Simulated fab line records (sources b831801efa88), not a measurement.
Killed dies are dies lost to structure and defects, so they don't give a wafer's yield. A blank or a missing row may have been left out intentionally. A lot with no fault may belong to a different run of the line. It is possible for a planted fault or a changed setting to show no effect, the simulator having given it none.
Struck lot and sound lot, side by side || flow sky130 || 16 steps out of a route of 708
Sound: wafers L196.3, L196.4, L196.5. Struck: wafer L211.3 (left out: L211.4, a lot-mate that was not struck); the cause follows at the end.
At each step with rows: each side's tool, then ch and its chambers, then its first start. Under that, the readings that differ: sound wafers || struck wafers || difference of the means || sigmas: that difference in standard deviations of wafers without a fault.
alike: same words and numbers on both sides, and readings whose means sit less than 2 such deviations apart. not compared: any withheld reading, any reading some wafer has no value for, any bound like >300 that may hide the same value, and any number with overlapping values for which the record gives no deviation.
Wherever a step has rows on one side only, a row that says differs or no value, or a row with sigmas, the two part there. Numbers that have no deviation but don't overlap get no sigmas and don't part them. Lack of a reading on every wafer of one side parts them only where that side has two or more wafers.

first, 8 steps without rows for these wafers: SKY_POLY_GATE_DEHYDRATE_05 (time 60 s); SKY_POLY_GATE_HMDS_06 (prime time 60 s); SKY_POLY_GATE_COAT_07 (resist thk 110 nm); SKY_POLY_GATE_COAT_08 (resist thk 450 nm); SKY_POLY_GATE_SOFTBAKE_09 (time 90 s); SKY_POLY_GATE_EXPOSE_10 (exposes mask P1M, target cd 150 nm); SKY_POLY_GATE_PEB_11; SKY_POLY_GATE_DEVELOP_12 (develop time 60 s).
SKY_POLY_GATE_CD_MEAS_13: target cd 150 nm.
  sound on cd-sem-01, day 18 08:30; struck on cd-sem-02, day 23 12:56
  alike: cd-nm
SKY_POLY_GATE_OVL_MEAS_14:
  sound on overlay-01, day 18 08:36; struck on overlay-01, day 23 13:02
  alike: POLY_GATE_OVL
SKY_POLY_GATE_ETCH_15: etches BARC in N2/H2, stops on SiO2, time 118.5 s, target depth 110 nm.
  sound on rie-diel-03 ch 1,3, day 18 08:37; struck on rie-diel-03 ch 2, day 23 13:04
  alike: drypump-motor-current-A, h2-flow-sccm, oes-product-au, throttle-valve-pct
  not compared: rf-hours-counter-h
SKY_POLY_GATE_ETCH_16: etches Si3N4 in CH3F/O2, stops on poly-Si, time 147.5 s, target depth 75 nm.
  sound on rie-diel-03 ch 1,3, day 18 08:42; struck on rie-diel-03 ch 2, day 23 13:08
  alike: drypump-motor-current-A, oes-product-au, throttle-valve-pct
  not compared: rf-hours-counter-h
SKY_POLY_GATE_ETCH_17: etches poly-Si in HBr/Cl2, stops on SiO2, target depth 180 nm, time 70.5 s.
  sound on rie-si-02 ch 1,2, day 18 08:48; struck on rie-si-02 ch 1, day 23 13:14
{"reading": "oes-product-au (a.u.)", "sound": "0.987 1.002 0.987", "struck": 0.937, "difference": -0.055, "sigmas": -7}
{"reading": "over-etch-frac", "sound": "0.56667 0.56667 0.56667", "struck": 0.74355, "difference": "+0.17688", "sigmas": ""}
{"reading": "model.KrF-thick_of_POLY_GATE_COAT_08.thk-nm (nm)", "sound": "142.4 141.9 141.9", "struck": 127.7, "difference": -14.4, "sigmas": ""}
{"reading": "model.SiO2_of_SONOS_ONO_CVD_04.thk-nm (nm)", "sound": "4.215 4.184 4.334", "struck": 4.066, "difference": -0.178, "sigmas": ""}
  alike: HBr_flow_sccm, drypump-motor-current-A, throttle-valve-pct
  not compared: rf-hours-counter-h
SKY_POLY_GATE_STRIP_18: strips in O2/N2.
  sound on plasma-asher-04 ch 0,1, day 18 08:53; struck on plasma-asher-01 ch 0, day 23 13:20
{"reading": "strip-time-to-endpoint-s (s)", "sound": "3.21 3.20 3.20", "struck": 3.01, "difference": -0.19, "sigmas": -5}
  alike: drypump-motor-current-A, oes-product-au
  not compared: rf-hours-counter-h
then, 2 steps without rows for these wafers: SKY_POLY_GATE_CLEAN_19 (cleans in SC1/SC2, time 150 s); SKY_PAD_OPEN_PROBE_99.

## WHERE THEY PART
At SKY_POLY_GATE_ETCH_17 first; at SKY_POLY_GATE_STRIP_18 last (within this record only).

WHY: what had been put in by the simulator
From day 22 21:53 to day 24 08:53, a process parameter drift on rie-si-02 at SKY_POLY_GATE_ETCH_17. A move of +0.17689 in setting over-etch-frac, from 0.56667. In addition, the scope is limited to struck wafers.
